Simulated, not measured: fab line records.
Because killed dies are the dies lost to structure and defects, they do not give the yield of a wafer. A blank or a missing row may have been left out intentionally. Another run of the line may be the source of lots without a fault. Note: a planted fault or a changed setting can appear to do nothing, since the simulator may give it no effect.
8D (eight disciplines) problem report, filled in by code -- flow gf180mcu -- the parts of the form that need people (team, actions taken, sign-off) are left out

1. WHAT IS WRONG
Mean MVSD_TW at GF_MVSD_TW_MEAS_11: 1750 over 3 wafers in 3 lots; fault-free wafers: 1581, standard deviation 7. Relative to the usual mean, that is a shift of +24 standard deviations.
First seen on wafer L645.1, day 8 03:40, on film_metro-02. The record has a number at this step for 34 wafers belonging to 12 lots. Rule for "out", or "out of limits": more than 4 standard deviations from the usual mean. The rest of the wafers with a number are treated as sound.

2. WHAT IT IS, WHAT IT ISN'T
question,is,is not
which readings at this step,MVSD_TW,-
which lots,"L645, L646, L648","L630, L632, L635, L636, L637, L639, L640, L652, L653"
which wafers of those lots,"L645.1, L646.3, L648.3","L645.4, L646.4, L646.6, L648.4"
read on which gauges,"film_metro-02, film_metro-04",film_metro-01
when,from day 8 03:40,"up to then (22 sound wafers); but 9 sound wafers of L646, L648, L652, L653 came after"

3. WHAT RULES OUT EACH SUSPECT
Counting: any tool at a process step up to the reading remains a suspect provided it ran every lot that is out. Sound lots after the first of them don't rule it out here, since some wafers of a struck lot are sound.
- the gauge at GF_MVSD_TW_MEAS_11 is ruled out. 2 gauges (film_metro-02, film_metro-04) read the wafers that are out.
- implanter-01 at GF_MVSD_IMPLANT_08: kept. Every lot that is out went through it, the first being L645 (day 8 03:16); the last sound lot it ran before that was L640 (day 7 01:32). Its own readings are out on those wafers: beam_on_s, faraday_current_uA.
After counting, what remains is implanter-01 at GF_MVSD_IMPLANT_08.

4. THE CAUSE (what the simulator had put in)
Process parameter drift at GF_MVSD_IMPLANT_08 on implanter-01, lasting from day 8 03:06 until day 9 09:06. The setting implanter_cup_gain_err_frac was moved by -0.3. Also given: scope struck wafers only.
Counting left only this tool.

5. SEQUENCE OF EFFECTS, ordered by route
One row per reading whose mean, taken over the struck wafers that have a number, lies over 3 standard deviations from the usual. Only readings for which the record gives a usual standard deviation are gone through. hours: the time from each lot's start at the first step in this table that gives one to its start at this step, as a median over the lots. sigmas: the change in usual standard deviations.
hours,step,reading,usual,on struck wafers,change,sigmas
0,GF_MVSD_IMPLANT_08,beam_on_s,9.97 s,14.32,+4.35,+21
0,GF_MVSD_IMPLANT_08,faraday_current_uA,90.5,62.9,-27.6,-15
0,GF_MVSD_TW_MEAS_11,MVSD_TW,1581,1750,+169,+24
92,GF_VT_IMPLANT_RS_MEAS_46,MVSD_RS,457.2 ohm/sq,385.3,-71.9,-72
608,GF_PASSIVATION_PROBE_99,killed_at_contacts,5.7,14.0,+8.3,+3.1
Its process steps:
- GF_MVSD_IMPLANT_08
- GF_PASSIVATION_PROBE_99
Later steps that measure or inspect, where all struck wafers having a row at the step show a number for every such reading and not one has moved that far: GF_HV_LDD_OVL_MEAS_32.

6. HOW IT WOULD HAVE BEEN CAUGHT EARLIER
In this record the first reading out of limits at a measuring or inspecting step was taken at day 8 03:40, 1 hour after the fault began at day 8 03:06.
Tool's own readings at GF_MVSD_IMPLANT_08, beam_on_s, faraday_current_uA: out on all struck wafers the step has rows for; an alarm limit on them would have tripped on the first.
Lots out: 3; of these, L646, L648 started GF_MVSD_IMPLANT_08 on implanter-01 after day 8 03:40. A hold on the tool at that time would have spared those 2.
